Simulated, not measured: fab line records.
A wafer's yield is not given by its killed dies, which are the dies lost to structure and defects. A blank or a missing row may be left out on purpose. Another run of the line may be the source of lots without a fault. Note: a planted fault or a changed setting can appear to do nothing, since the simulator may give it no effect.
fab line records | flow sky130
[record] lots = 12 wafers = 36 last_day = 50
route steps=708 shown VIA1@479 VIA3@587 CAP2M@607 PAD_OPEN@708
lots untouched by any fault: they come from a run of this same line in which no faults occurred
start_h: hours from the record's opening day to when the first of the lot's shown wafers began | wait_h: time in hours since the lot's previous step | " repeats the value in the row above | L1.1+2: several wafers, shown together as one row | - no value, or no start given | * or withheld: withheld | < > ~ a bound
route shown NAME@n: NAME is a module with steps in the file, n the number in the route of the first one | usual: average and standard deviation across the fault-free wafers | same: alike in all rows | chamber/n: place in a boat | sites: the reading at each site | _std_site: the values' standard deviation | _edge_site: mean of outer sites minus mean of inner sites | radius_mm: for every site, how far away it sits from the centre of the wafer | mask NAME#n: copy n | behind: the last tool/chamber to shape the wafer | hold: reason for holding the lot/hours on hold/outcome of the hold | device: which transistor (n, p or np) failed to switch | end of line: tests of these same wafers at the route's end | a step given without rows: its recipe and nothing more | killed: not the wafer's yield, but the dies lost to structure and defects at the first sort | map: a wafer's dies, marking killed ones x, the rest . and places with no die _
set.NAME: the setting that was run; set.NAME@STEP: the one run at that earlier step | model.NAME: the simulator's own value behind a step, which no gauge read
steps of the route over a sample of lots; a table a step, a row a wafer
services: when a tool's chamber went out of use (start_h, in hours from the record's first day, below 0 if earlier), for how many hours, and the reason
[[steps]]
[step SKY_VIA1_CVD_21]
[recipe] material = W target_thk_nm = 270 time_s = 80.902 temp_c = 400 pressure_torr = 40
[usual] heater_power_w = 850/76
// columns lot.wafer tool chamber start_h wait_h heater_power_w
L352.3 cvd_w-01 1 796.20 0.1 756
L352.5 " 1 " " 766
L352.6 " 0 " " 860
L353.1 cvd_w-02 1 814.90 0.0 904
L353.2 " 0 " " 916
L353.6 " 0 " " 926
L354.2 cvd_w-02 1 818.27 0.0 911
L354.4 " 0 " " 892
L354.6 " 0 " " 884
L358.1 cvd_w-01 1 852.39 0.0 766
L358.4 " 1 " " 734
L358.5 " 0 " " 865
L360.3 cvd_w-02 0 861.43 0.1 892
L360.5 " 0 " " 905
L360.6 " 0 " " 892
L362.3 cvd_w-02 1 877.80 0.1 903
L362.4 " 0 " " 935
L362.6 " 0 " " 912
L361.1 cvd_w-02 0 880.94 0.0 898
L361.2 " 1 " " 919
L361.5 " 0 " " 890
L363.1 cvd_w-02 1 882.00 0.0 921
L363.4 " 1 " " 917
L363.6 " 1 " " 913
L365.3 cvd_w-01 1 893.63 0.1 764
L365.5 " 1 " " 761
L365.6 " 0 " " 858
L368.1 cvd_w-01 1 918.49 0.0 701
L368.5 " 0 " " 817
L368.6 " 1 " " 716
L373.1 cvd_w-01 1 948.92 0.0 733
L373.2 " 0 " " 834
L373.5 " 0 " " 818
L374.1 cvd_w-01 0 955.37 0.0 842
L374.4 " 0 " " 849
L374.5 " 1 " " 717
[step SKY_VIA3_ETCH_14]
[recipe] chemistry = N2/H2 target = BARC ion_energy_ev = 200 source_w = 500 bias_w = 100 pressure_mtorr = 30 n2_flow_sccm = 100 h2_flow_sccm = 200 stop_on = SiO2 time_s = 45.9 target_depth_a = 600
[usual] bias_w = 100.01/0.28 drypump_motor_current_A = 5.6/0.55 oes_product_au = 0.854/0.0043 rf_fwd_power_W = 494.9/1.9 throttle_valve_pct = 13.224/0.0098
// columns lot.wafer tool chamber start_h wait_h bias_w drypump_motor_current_A oes_product_au rf_fwd_power_W rf_hours_counter_h throttle_valve_pct
L352.3 rie_diel-02 3 930.75 0.0 100.12 5.6 0.852 495.4 10 13.245
L352.5 " 0 " " 100.04 6.0 0.859 493.4 - 13.218
L352.6 " 1 " " 100.62 5.4 0.855 493.9 - 13.225
L353.1 rie_diel-03 3 949.25 0.0 99.97 6.4 0.863 492.2 16 13.245
L353.2 " 2 " " 100.19 5.0 0.857 495.2 2 13.227
L353.6 " 3 " " 100.08 6.4 0.858 495.0 - 13.235
L354.2 rie_diel-03 0 951.85 0.0 100.41 4.7 0.856 493.1 15 13.219
L354.4 " 1 " " 99.69 5.3 0.862 496.1 4 13.227
L354.6 " 3 " " 99.68 6.4 0.858 495.6 - 13.233
L358.1 rie_diel-02 1 981.56 0.0 100.25 5.4 0.858 495.6 12 13.227
L358.4 " 2 " " 99.99 5.1 0.861 492.4 14 13.230
L358.5 " 0 " " 99.48 5.9 0.852 492.1 - 13.234
L360.3 rie_diel-04 0 991.60 0.0 100.18 6.2 0.850 492.1 6 13.215
L360.5 " 2 " " 99.76 6.0 0.853 495.8 - 13.202
L360.6 " 3 " " 100.16 5.7 0.852 497.7 - 13.231
L362.3 rie_diel-02 0 1006.51 0.0 100.23 5.9 0.850 491.5 27 13.201
L362.4 " 3 " " 99.67 5.5 0.857 494.7 12 13.221
L362.6 " 2 " " 99.91 5.1 0.858 491.6 - 13.226
L361.1 rie_diel-04 2 1008.91 0.0 99.52 6.0 0.857 497.8 17 13.213
L361.2 " 3 " " 99.41 5.7 0.855 497.3 17 13.230
L361.5 " 0 " " 100.41 6.3 0.855 497.5 - 13.226
L363.1 rie_diel-02 0 1010.05 0.0 100.26 5.9 0.859 493.3 27 13.233
L363.4 " 1 " " 99.99 5.4 0.850 494.4 13 13.227
L363.6 " 2 " " 100.02 5.1 0.851 495.2 - 13.236
L365.3 rie_diel-02 2 1018.76 0.0 100.41 5.1 0.845 492.3 15 13.228
L365.5 " 1 " " 103.69 5.4 0.850 493.2 - 13.220
L365.6 " 2 " " 100.09 5.1 0.856 493.4 - 13.238
L368.1 rie_diel-02 1 1040.96 0.0 103.83 5.4 0.850 498.4 14 13.221
L368.5 " 1 " " 103.84 5.4 0.856 494.8 - 13.238
L368.6 " 2 " " 99.77 5.1 0.855 492.6 - 13.224
L373.1 rie_diel-03 3 1069.45 0.0 99.81 6.4 0.853 495.8 21 13.222
L373.2 " 1 " " 99.96 5.3 0.857 495.8 8 13.222
L373.5 " 1 " " 100.42 5.4 0.852 497.8 - 13.241
L374.1 rie_diel-03 0 1075.10 0.0 100.36 4.7 0.849 494.6 19 13.223
L374.4 " 2 " " 99.83 4.9 0.842 496.6 6 13.229
L374.5 " 2 " " 100.07 4.9 0.852 494.2 - 13.240
[step SKY_CAP2M_THK_MEAS_04]
[recipe] thk_meas_gauge = xrf reads = TiN_of_CAP2M_SPUTTER_02
[usual] CAP2M_TIN_THK = 203.5/2.3
// columns lot.wafer tool chamber start_h wait_h CAP2M_TIN_THK[nm]
L352.3 film_metro-03 - 932.67 0.1 199.4
L352.5 " - " " 200.4
L352.6 " - " " 199.4
L353.1 film_metro-01 - 951.11 0.1 206.0
L353.2 " - " " 204.9
L353.6 " - " " 206.2
L354.2 film_metro-01 - 953.68 0.1 209.0
L354.4 " - " " 206.9
L354.6 " - " " 207.1
L358.1 film_metro-03 - 983.39 0.1 202.1
L358.4 " - " " 203.2
L358.5 " - " " 202.2
L360.3 film_metro-02 - 993.44 0.1 204.7
L360.5 " - " " 204.5
L360.6 " - " " 206.7
L362.3 film_metro-02 - 1008.52 0.1 203.0
L362.4 " - " " 205.2
L362.6 " - " " 203.8
L361.1 film_metro-02 - 1010.75 0.1 202.7
L361.2 " - " " 202.5
L361.5 " - " " 199.8
L363.1 film_metro-03 - 1012.00 0.1 206.3
L363.4 " - " " 206.7
L363.6 " - " " 206.2
L365.3 film_metro-01 - 1020.73 0.1 204.0
L365.5 " - " " 203.6
L365.6 " - " " 206.9
L368.1 film_metro-03 - 1042.78 0.1 203.0
L368.5 " - " " 203.6
L368.6 " - " " 204.1
L373.1 film_metro-02 - 1071.34 0.1 203.7
L373.2 " - " " 202.2
L373.5 " - " " 203.3
L374.1 film_metro-02 - 1076.92 0.1 202.6
L374.4 " - " " 203.0
L374.5 " - " " 202.7
[step SKY_CAP2M_OVL_MEAS_12]
[usual] CAP2M_OVL = 0.6/1.7
// columns lot.wafer tool chamber start_h wait_h CAP2M_OVL[nm]
L352.3 overlay-02 - 956.78 0.1 0.2
L352.5 " - " " 1.7
L352.6 " - " " 0.9
L353.1 overlay-02 - 975.37 0.1 2.6
L353.2 " - " " 1.5
L353.6 " - " " 0.5
L354.2 overlay-01 - 977.51 0.1 0.5
L354.4 " - " " 1.7
L354.6 " - " " 1.0
L358.1 overlay-01 - 1006.44 0.1 -2.8
L358.4 " - " " -1.0
L358.5 " - " " -2.2
L360.3 overlay-01 - 1015.98 0.1 2.7
L360.5 " - " " 1.7
L360.6 " - " " 1.4
L362.3 overlay-02 - 1031.10 0.1 2.1
L362.4 " - " " -0.6
L362.6 " - " " 0.6
L361.1 overlay-01 - 1032.54 0.1 -0.9
L361.2 " - " " -2.3
L361.5 " - " " -1.2
L363.1 overlay-01 - 1034.74 0.1 -1.5
L363.4 " - " " -1.0
L363.6 " - " " 1.2
L365.3 overlay-01 - 1042.05 0.1 -1.1
L365.5 " - " " -2.2
L365.6 " - " " 0.1
L368.1 overlay-02 - 1064.20 0.1 1.6
L368.5 " - " " 2.8
L368.6 " - " " 1.2
L373.1 overlay-01 - 1092.02 0.1 0.0
L373.2 " - " " -0.2
L373.5 " - " " 0.7
L374.1 overlay-01 - 1097.34 0.1 -0.9
L374.4 " - " " 0.5
L374.5 " - " " 1.2
[step SKY_PAD_OPEN_PROBE_99]
[usual] defect_limited_yield = 82.2/1.9 killed_at_M0_to_M3 = 43/6.5 killed_at_M4_up = 3.5/1.9 killed_at_contacts = 24/5.4 killed_at_front_end = 16/4.8 killed_at_other = 0.4/0.64 killed_dies = 87/9.4 killed_open = 47/7 killed_short = 40/6.3 sort_bin_3_pad_short = 0.9/0.4 sort_bin_5_function = 10.5/1.4 sort_bin_6_memory = 6.3/1.1 sort_n_pass = 405/9.4 sort_yield_pct = 82.2/1.9
[same] gross_dies = 492 killed_at_back_side = 0 sort_bin_4_leakage[%] = 0 sort_bin_8_speed[%] = 0
// columns lot.wafer tool chamber start_h wait_h defect_limited_yield[%] killed_at_M0_to_M3 killed_at_M4_up killed_at_contacts killed_at_front_end killed_at_other killed_dies killed_open killed_short sort_bin_3_pad_short[%] sort_bin_5_function[%] sort_bin_6_memory[%] sort_n_pass sort_yield_pct[%]
L361.1 prober-01 - 1143.31 0.1 82.5 45 3 27 10 1 86 38 47 1.0 10.8 5.7 406 82.5
L361.2 prober-01 - 1143.36 0.1 82.7 44 5 27 8 1 85 44 39 0.8 10.4 6.1 407 82.7
L361.5 prober-01 - 1143.51 0.2 82.3 42 4 26 15 0 87 49 37 0.6 10.2 6.9 405 82.3
// killed by level:class
L361.1 VIA1:geometric_particle:open=9 VIA2:geometric_particle:open=8 LOCAL_INTERCONNECT:geometric_particle:short=8 FIELD_ISO:geometric_particle:short=6 CONTACT:geometric_particle:open=6 VIA3:geometric_particle:open=6 LI_CONTACT:geometric_particle:open=5 CONTACT:geometric_particle:short=5
L361.2 LI_CONTACT:geometric_particle:open=11 CONTACT:geometric_particle:open=10 VIA1:geometric_particle:open=7 METAL2:geometric_particle:short=7 VIA1:geometric_particle:short=6 VIA2:geometric_particle:open=5 METAL1:geometric_particle:short=5 METAL4:geometric_particle:short=5
L361.5 LI_CONTACT:geometric_particle:open=9 VIA2:geometric_particle:open=8 VIA1:geometric_particle:open=8 CONTACT:geometric_particle:open=7 METAL2:geometric_particle:short=6 CONTACT:geometric_particle:short=5 VIA3:geometric_particle:open=5 FIELD_ISO:geometric_particle:open=4
[[services]]
// columns tool chamber start_h hours kind
cvd_w-01 - 774.71 8.2 repair
rie_diel-03 0 790.85 2.9 repair
cvd_w-01 1 811.77 9.8 repair
rie_diel-03 1 836.31 4.3 repair
cvd_w-02 1 860.79 5.3 repair
rie_diel-02 1 887.22 10.5 repair
cvd_w-01 - 904.00 14.0 pm
cvd_w-01 0 904.00 14.0 vent_cycle
cvd_w-01 1 904.00 14.0 vent_cycle
rie_diel-02 3 911.97 2.5 repair
rie_diel-04 1 916.97 7.2 repair
cvd_w-01 0 918.00 - clean
cvd_w-01 1 918.00 - clean
cvd_w-02 - 918.00 15.6 pm
rie_diel-02 - 930.16 0.3 repair
cvd_w-02 - 933.60 6.9 pm
rie_diel-03 - 995.79 3.9 repair
cvd_w-02 1 1005.81 16.1 repair
cvd_w-02 - 1006.29 1.4 repair
cvd_w-01 - 1011.43 1.9 repair
rie_diel-04 - 1025.73 2.8 pm
rie_diel-02 1 1032.82 2.0 repair
rie_diel-03 2 1039.05 7.4 repair
rie_diel-02 - 1051.81 14.6 pm
[[key]]
[first_sign] step = SKY_VIA3_ETCH_14 reading = bias_w direction = up sigmas = 14 usual = 100.01 struck = 103.79
effect none on later readings
met_at SKY_VIA3_ETCH_14
struck_lots L365,L368
struck_wafers L365.5,L368.1,L368.5
not_acting_at SKY_VIA1_CVD_21,SKY_CAP2M_THK_MEAS_04,SKY_CAP2M_OVL_MEAS_12
onset_between 1010.05 1018.76
[fault] kind = process_parameter_drift tool = rie_diel-02 chamber = 1 onset_h = 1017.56 steps = SKY_VIA3_ETCH_14 channel = bias_w offset = 3.978 shape = step end_h = 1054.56 acts_in = these_recipes_only stated = 100
